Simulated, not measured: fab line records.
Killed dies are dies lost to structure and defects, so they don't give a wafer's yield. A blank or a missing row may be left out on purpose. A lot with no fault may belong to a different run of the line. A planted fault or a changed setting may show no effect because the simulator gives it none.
fab line records	flow sky130
[record] lots = 6	wafers = 18	last_day = 50
route steps=708 shown LI_CONTACT@371
lots untouched by any fault: they come from a run of this same line in which no faults occurred
start_h: hours from the record's opening day to when the first of the lot's shown wafers began	wait_h: how many hours have passed since the lot's step before this one	" repeats the value in the row above	L1.1+2: several wafers, shown together as one row	- no value, or no start was given	* or withheld: withheld	< > ~ a bound
route shown NAME@n: NAME is a module with steps in the file, n the number in the route of the first one	usual: mean and standard deviation over wafers with no fault	same: alike in all rows	chamber/n: place in a boat	sites: the reading at each site	_std_site: standard deviation across them	_edge_site: the outer-site mean with the inner-site mean subtracted	radius_mm: for every site, how far away it sits from the centre of the wafer	mask NAME#n: copy n	behind: the tool/chamber that last shaped the wafer	hold: why the lot was held/for how many hours/how that ended	device: which transistor (n, p or np) failed to switch	end of line: tests of these same wafers at the route's end	step lacking rows: just its recipe	killed: at the first sort, the dies lost to defects and structure; wafer yield is something else	map: dies across one wafer; x = killed, . = not, _ = none there
set.NAME: the setting the step ran with; set.NAME@STEP: the setting that earlier step ran with	model.NAME: the simulator's own value behind a step, which no gauge read
lots at selected steps of the route; one table per step, one row per wafer
services: the hour from which a tool's chamber was out of use, counted from the record's first day as start_h (under 0 if before that day), plus the number of hours and why
[[steps]]
[step SKY_LI_CONTACT_EXPOSE_09]
[recipe] mask_id = LICM1	na = 0.8	source_shape = annular	sigma_inner = 0.55	sigma_outer = 0.85	target_cd_nm = 170	dose_mj = 38
[step SKY_LI_CONTACT_PEB_10]
[recipe] peb_temp_c = withheld	peb_time_s = withheld	resist = KrF-thick
[step SKY_LI_CONTACT_DEVELOP_11]
[recipe] develop_time_s = 60	resist = KrF-thick	dev_temp_c = 21
[step SKY_LI_CONTACT_CD_MEAS_12]
[recipe] target_cd_nm = 170
[usual] cd_nm = 170.1/1.2
lot.wafer	tool	chamber	start_h	wait_h	cd_nm
L635.1	cd_sem-02	-	699.48	-	170.4
L635.2	"	-	"	"	171.9
L635.3	"	-	"	"	170.1
L641.2	cd_sem-02	-	748.08	-	171.2
L641.3	"	-	"	"	172.0
L641.6	"	-	"	"	171.5
L643.1	cd_sem-02	-	762.68	-	169.2
L643.2	"	-	"	"	169.9
L643.6	"	-	"	"	169.6
L653.1	cd_sem-02	-	846.56	-	169.1
L653.3	"	-	"	"	171.1
L653.5	"	-	"	"	172.1
L654.1	cd_sem-02	-	848.63	-	170.6
L654.3	"	-	"	"	171.5
L654.5	"	-	"	"	171.3
L656.3	cd_sem-02	-	857.27	-	171.9
L656.5	"	-	"	"	170.0
L656.6	"	-	"	"	169.6
[step SKY_LI_CONTACT_OVL_MEAS_13]
[usual] LI_CONTACT_OVL = -1/4.4
lot.wafer	tool	chamber	start_h	wait_h	LI_CONTACT_OVL[nm]
L635.1	overlay-01	-	699.60	0.1	-14
L635.2	"	-	"	"	-6
L635.3	"	-	"	"	-4
L641.2	overlay-01	-	748.19	0.1	1
L641.3	"	-	"	"	1
L641.6	"	-	"	"	-7
L643.1	overlay-01	-	762.80	0.1	-7
L643.2	"	-	"	"	-1
L643.6	"	-	"	"	1
L653.1	overlay-01	-	846.68	0.1	3
L653.3	"	-	"	"	0
L653.5	"	-	"	"	6
L654.1	overlay-02	-	848.75	0.1	0
L654.3	"	-	"	"	0
L654.5	"	-	"	"	-2
L656.3	overlay-02	-	857.36	0.1	-8
L656.5	"	-	"	"	-9
L656.6	"	-	"	"	-12
[step SKY_LI_CONTACT_ETCH_14]
[recipe] chemistry = N2/H2	target = BARC	ion_energy_ev = 200	source_w = 500	bias_w = 100	pressure_mtorr = 30	n2_flow_sccm = 100	h2_flow_sccm = 200	stop_on = SiO2	time_s = 45.9	target_depth_a = 600
[usual] drypump_motor_current_A = 6.0/0.45	n2_flow_sccm = 100.0/0.34	oes_product_au = 0.846/0.0052	throttle_valve_pct = 13.224/0.0088
lot.wafer	tool	chamber	start_h	wait_h	drypump_motor_current_A	n2_flow_sccm	oes_product_au	rf_hours_counter_h	throttle_valve_pct
L635.1	rie_diel-02	1	699.63	0.0	6.7	100.6	0.842	6	13.227
L635.2	"	3	"	"	6.0	99.9	0.850	26	13.222
L635.3	"	0	"	"	5.5	100.2	0.847	0	13.245
L641.2	rie_diel-02	1	748.22	0.0	6.7	99.8	0.854	7	13.230
L641.3	"	3	"	"	6.0	100.4	0.848	27	13.229
L641.6	"	0	"	"	5.5	100.6	0.852	-	13.220
L643.1	rie_diel-04	1	762.83	0.0	5.8	100.0	0.847	11	13.228
L643.2	"	2	"	"	5.6	100.8	0.845	1	13.229
L643.6	"	0	"	"	5.1	99.9	0.850	-	13.234
L653.1	rie_diel-02	2	846.72	0.0	6.3	100.2	0.843	8	13.215
L653.3	"	1	"	"	6.7	100.0	0.849	9	13.228
L653.5	"	0	"	"	5.6	100.4	0.841	-	13.218
L654.1	rie_diel-02	1	848.78	0.0	6.7	99.9	0.845	9	13.225
L654.3	"	0	"	"	5.5	100.3	0.840	4	13.206
L654.5	"	2	"	"	6.3	99.6	0.841	-	13.241
L656.3	rie_diel-02	3	857.38	0.0	5.9	100.0	0.845	1	13.234
L656.5	"	2	"	"	6.3	99.8	0.853	-	13.224
L656.6	"	3	"	"	6.0	100.1	0.847	-	13.231
[step SKY_LI_CONTACT_ETCH_15]
[recipe] target = PSG	chemistry = C4F8/O2/Ar	stop_on = Si	taper_deg = 4.15	mask_material = KrF-thick	source_w = 1500	bias_w = 1200	pressure_mtorr = 40	c4f8_flow_sccm = withheld	O2_flow_sccm = 6	Ar_flow_sccm = 300	time_s = withheld	target_depth_a = 6000
[usual] oes_product_au = 0.844/0.0042
lot.wafer	tool	chamber	start_h	wait_h	oes_product_au
L635.1	rie_diel-02	1	699.68	0.0	0.847
L635.2	"	3	"	"	0.845
L635.3	"	0	"	"	0.842
L641.2	rie_diel-02	1	748.26	0.0	0.843
L641.3	"	3	"	"	0.841
L641.6	"	0	"	"	0.839
L643.1	rie_diel-04	1	762.88	0.0	0.841
L643.2	"	2	"	"	0.838
L643.6	"	0	"	"	0.840
L653.1	rie_diel-02	2	846.76	0.0	0.845
L653.3	"	1	"	"	0.838
L653.5	"	0	"	"	0.847
L654.1	rie_diel-02	1	848.83	0.0	0.842
L654.3	"	0	"	"	0.846
L654.5	"	2	"	"	0.846
L656.3	rie_diel-02	3	857.43	0.0	0.849
L656.5	"	2	"	"	0.843
L656.6	"	3	"	"	0.848
[step SKY_LI_CONTACT_STRIP_16]
[recipe] chemistry = O2/N2	power_w = 1400	pressure_mtorr = 1500	platen_temp_c = withheld	o2_flow_sccm = 3000	n2_flow_sccm = 300	overash_fraction = 0.5
[step SKY_LI_CONTACT_CLEAN_17]
[recipe] chemistry = NMP	time_s = 600	temp_c = 60	dry = n2_spin
[step SKY_LI_CONTACT_PRE_CLEAN_18]
[recipe] gas = Ar	time_s = 5.6	bias_v = 358
[step SKY_LI_CONTACT_SPUTTER_19]
[recipe] material = Ti	target_thk_nm = 20	chamber_pressure_pa = 5	power_w = 2500	substrate_temp_c = 200	time_s = 106.37
[usual] throttle_valve_pct = 30.5/1.5
lot.wafer	tool	chamber	start_h	wait_h	throttle_valve_pct
L635.1	pvd_sputter-04	-	700.06	0.0	29.5
L635.2	"	-	"	"	30.2
L635.3	"	-	"	"	28.1
L641.2	pvd_sputter-04	-	748.66	0.0	30.9
L641.3	"	-	"	"	30.2
L641.6	"	-	"	"	29.7
L643.1	pvd_sputter-03	-	763.26	0.0	30.0
L643.2	"	-	"	"	29.6
L643.6	"	-	"	"	30.5
L653.1	pvd_sputter-01	-	847.14	0.0	31.6
L653.3	"	-	"	"	33.2
L653.5	"	-	"	"	29.7
L654.1	pvd_sputter-01	-	849.22	0.0	29.4
L654.3	"	-	"	"	33.3
L654.5	"	-	"	"	33.1
L656.3	pvd_sputter-03	-	857.81	0.0	29.5
L656.5	"	-	"	"	30.1
L656.6	"	-	"	"	30.3
[step SKY_LI_CONTACT_SPUTTER_20]
[recipe] material = TiN	target_thk_nm = 20	chamber_pressure_pa = 5	power_w = 4000	time_s = 80
[usual] throttle_valve_pct = 30.6/1.5
lot.wafer	tool	chamber	start_h	wait_h	throttle_valve_pct
L635.1	pvd_sputter-04	-	700.13	0.0	29.5
L635.2	"	-	"	"	30.2
L635.3	"	-	"	"	28.0
L641.2	pvd_sputter-04	-	748.73	0.0	31.0
L641.3	"	-	"	"	30.3
L641.6	"	-	"	"	29.4
L643.1	pvd_sputter-03	-	763.33	0.0	30.0
L643.2	"	-	"	"	30.0
L643.6	"	-	"	"	30.4
L653.1	pvd_sputter-01	-	847.22	0.0	31.7
L653.3	"	-	"	"	32.8
L653.5	"	-	"	"	29.4
L654.1	pvd_sputter-01	-	849.30	0.0	29.4
L654.3	"	-	"	"	33.3
L654.5	"	-	"	"	33.0
L656.3	pvd_sputter-03	-	857.88	0.0	29.6
L656.5	"	-	"	"	30.2
L656.6	"	-	"	"	30.6
[step SKY_LI_CONTACT_CVD_21]
[recipe] material = W	target_thk_nm = 400	time_s = 120.56	temp_c = 400	pressure_torr = 40
[usual] heater_power_outer_w = 522/77	heater_power_w = 844/130	susceptor_temp_C = 399.99/0.21
lot.wafer	tool	chamber	start_h	wait_h	heater_power_outer_w	heater_power_w	susceptor_temp_C	model.W_of_LI_CONTACT_CVD_21.thk_nm
L635.1	cvd_w-01	1	700.19	0.0	584	927	400.12	397.7
L635.2	"	0	"	"	449	728	399.59	405.8
L635.3	"	0	"	"	446	740	400.03	401.9
L641.2	cvd_w-02	0	748.79	0.0	446	704	399.95	400.2
L641.3	"	0	"	"	438	691	400.18	393.4
L641.6	"	1	"	"	611	964	395.49	366.5
L643.1	cvd_w-02	1	763.39	0.0	614	996	395.43	372.4
L643.2	"	0	"	"	431	689	399.80	393.2
L643.6	"	0	"	"	438	711	399.94	393.8
L653.1	cvd_w-01	0	847.28	0.0	448	739	400.09	402.3
L653.3	"	1	"	"	592	945	399.88	396.1
L653.5	"	1	"	"	581	949	399.86	399
L654.1	cvd_w-02	0	849.36	0.0	443	690	400.24	405.7
L654.3	"	1	"	"	625	1033	400.01	400.1
L654.5	"	0	"	"	443	701	399.90	397.9
L656.3	cvd_w-01	0	857.99	0.1	453	768	399.91	405.9
L656.5	"	0	"	"	452	750	399.87	404.6
L656.6	"	1	"	"	573	951	399.87	400.6
[step SKY_LI_CONTACT_RS_MEAS_22]
[recipe] thk_meas_gauge = four-point-probe	reads = W_of_LI_CONTACT_CVD_21+TiN_of_LI_CONTACT_SPUTTER_20+Ti_of_LI_CONTACT_SPUTTER_19
[usual] LI_CONTACT_W_RS = 0.2845/0.0029
lot.wafer	tool	chamber	start_h	wait_h	LI_CONTACT_W_RS[ohm/sq]
L635.1	film_metro-02	-	700.32	0.1	0.2864
L635.2	"	-	"	"	0.2809
L635.3	"	-	"	"	0.2838
L641.2	film_metro-03	-	748.94	0.1	0.2855
L641.3	"	-	"	"	0.2902
L641.6	"	-	"	"	0.3108
L643.1	film_metro-03	-	763.52	0.1	0.3060
L643.2	"	-	"	"	0.2907
L643.6	"	-	"	"	0.2900
L653.1	film_metro-02	-	847.40	0.1	0.2832
L653.3	"	-	"	"	0.2875
L653.5	"	-	"	"	0.2853
L654.1	film_metro-02	-	849.49	0.1	0.2810
L654.3	"	-	"	"	0.2847
L654.5	"	-	"	"	0.2868
L656.3	film_metro-03	-	858.11	0.1	0.2803
L656.5	"	-	"	"	0.2818
L656.6	"	-	"	"	0.2846
[step SKY_LI_CONTACT_THK_MEAS_23]
[recipe] thk_meas_gauge = xrf	reads = W_of_LI_CONTACT_CVD_21
[usual] LI_CONTACT_W_THK = 415/6.7
lot.wafer	tool	chamber	start_h	wait_h	LI_CONTACT_W_THK[nm]
L635.1	film_metro-02	-	700.44	0.1	416
L635.2	"	-	"	"	425
L635.3	"	-	"	"	420
L641.2	film_metro-03	-	749.05	0.1	408
L641.3	"	-	"	"	401
L641.6	"	-	"	"	372
L643.1	film_metro-03	-	763.64	0.1	382
L643.2	"	-	"	"	403
L643.6	"	-	"	"	404
L653.1	film_metro-02	-	847.52	0.1	421
L653.3	"	-	"	"	417
L653.5	"	-	"	"	419
L654.1	film_metro-02	-	849.61	0.1	426
L654.3	"	-	"	"	419
L654.5	"	-	"	"	416
L656.3	film_metro-03	-	858.21	0.1	419
L656.5	"	-	"	"	421
L656.6	"	-	"	"	418
[step SKY_LI_CONTACT_CMP_24]
[recipe] stop_on = PSG	t_overpolish_s = 20	down_force_psi = 3.5	platen_rpm = 60	target_thk_nm = 0	pad_velocity_m_s = 0.94248
[usual] motor_current_A = 11.3/1	time_to_endpoint_s = 95/3.4
lot.wafer	tool	chamber	start_h	wait_h	motor_current_A	time_to_endpoint_s
L635.1	cmp-01	1	700.55	0.1	12.5	93
L635.3	"	2	"	"	10.6	92
L635.2	"	3	"	"	10.6	96
L641.3	cmp-02	3	749.58	0.5	10.9	97
L641.2	"	0	"	"	11.5	99
L641.6	"	2	"	"	10.3	92
L643.1	cmp-01	2	763.70	0.1	10.3	84
L643.2	"	3	"	"	10.8	90
L643.6	"	2	"	"	10.5	93
L653.1	cmp-01	1	847.58	0.1	11.9	91
L653.3	"	0	"	"	13.5	98
L653.5	"	2	"	"	9.9	96
L654.1	cmp-01	3	849.72	0.1	10.7	95
L654.3	"	1	"	"	12.9	92
L654.5	"	2	"	"	10.6	95
L656.3	cmp-01	2	858.30	0.1	10.3	95
L656.6	"	1	"	"	12.3	97
L656.5	"	2	"	"	9.9	98
[[services]]
tool	chamber	start_h	hours	kind
pvd_sputter-01	-	682.19	3.7	repair
pvd_sputter-03	-	692.03	2.0	repair
rie_diel-04	2	699.43	-	clean
rie_diel-04	2	699.43	22.0	scheduled_down
rie_diel-04	2	699.43	22.0	vent_cycle
cmp-02	-	701.06	6.2	pm
pvd_sputter-01	-	717.49	1.7	repair
rie_diel-02	2	720.69	4.6	repair
cmp-01	-	736.68	12.4	pm
cmp-02	-	744.03	4.0	pm
cmp-01	-	799.63	12.3	pm
cmp-02	-	802.99	1.9	repair
pvd_sputter-03	-	810.51	3.1	repair
cmp-01	-	821.26	1.0	repair
pvd_sputter-04	-	824.75	1.0	repair
pvd_sputter-04	1	826.02	-	consumable_replace:kit
pvd_sputter-04	1	826.02	18.0	scheduled_down
pvd_sputter-04	1	826.02	18.0	vent_cycle
rie_diel-02	3	826.35	-	clean
rie_diel-02	3	826.35	18.0	scheduled_down
rie_diel-02	3	826.35	18.0	vent_cycle
pvd_sputter-04	-	838.07	2.5	repair
rie_diel-04	2	843.66	11.7	repair
cmp-01	-	854.62	0.6	repair
[[key]]
[first_sign] step = SKY_LI_CONTACT_CVD_21	reading = susceptor_temp_C	direction = down	sigmas = 22	usual = *	struck = *
[effect] step = SKY_LI_CONTACT_RS_MEAS_22	reading = LI_CONTACT_W_RS	direction = up	sigmas = 8.2	usual = 0.2845	struck = 0.3084
[effect] step = SKY_LI_CONTACT_THK_MEAS_23	reading = LI_CONTACT_W_THK	direction = down	sigmas = 5.6	usual = 415	struck = 377
[model_effect] step = SKY_LI_CONTACT_CVD_21	value = W_of_LI_CONTACT_CVD_21.thk_nm	without = 399.4	struck = 369.4
met_at SKY_LI_CONTACT_CVD_21
struck_wafers L641.6,L643.1
tester_left_out L641,L643
[fault] kind = process_parameter_drift	tool = cvd_w-02	chamber = 1	onset_h = 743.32	steps = SKY_LI_CONTACT_CVD_21	channel = temp_c	offset = *	shape = step	end_h = 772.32	acts_in = *	stated = *
// tester_left_out: of these lots the tester's yield and bins aren't shown, on N5 and GAA mostly nor the transistor test; their killed dies are dies lost to structure and defects alone, not to doping, threshold or leakage, so they don't give the yield
